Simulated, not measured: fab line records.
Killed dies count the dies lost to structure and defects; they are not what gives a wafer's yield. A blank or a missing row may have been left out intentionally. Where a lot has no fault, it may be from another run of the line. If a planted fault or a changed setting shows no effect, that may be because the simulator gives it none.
Matching of chambers	flow sky130	rie diel-02 running SKY_FIELD_ISO_ETCH_15: 4 sister chambers
The step etches the open film in CHF3/O2, stops on Si, target depth 180 nm, time 72 s. 4 wafers are shown with their chamber, then 7 later ones without.

## WAFERS PAIRED WITH THEIR CHAMBERS
wafer	chamber	drypump motor current A (A)
L513.4	2	5.95
L520.6	3	5.62
L521.1	0	5.96
L521.4	1	5.72

## WAFERS WITHOUT THEIR CHAMBER
wafer	drypump motor current A (A)
L521.6	5.71
L522.1	5.95
L522.2	5.55
L522.6	5.95
L523.1	5.94
L523.3	5.73
L523.6	5.75

## CHAMBER TAKEN BY EACH
wafer	from the rows above	in truth
L521.6	1	1
L522.1	can't be placed: 2 or 0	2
L522.2	3	3
L522.6	can't be placed: 2 or 0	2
L523.1	can't be placed: 2 or 0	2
L523.3	1	1
L523.6	1	1
Placed correctly: 4 of 7. Unplaceable from these rows: 3, with the true chamber sitting among the candidates in 3. Placed wrongly: 0.
How it was worked out, from the rows above alone: a wafer's distance from a chamber is the root of the sum, over the readings, of the square of ((its reading less the chamber's mean) divided by the reading's scatter). The wafer belongs to the nearest chamber; if the next one is less than 2 further off, it can't be placed. The mean given for a chamber averages the wafers shown for that chamber. The scatter: root of mean squared gap, hidden wafer to nearest shown wafer, with one shown wafer a chamber.
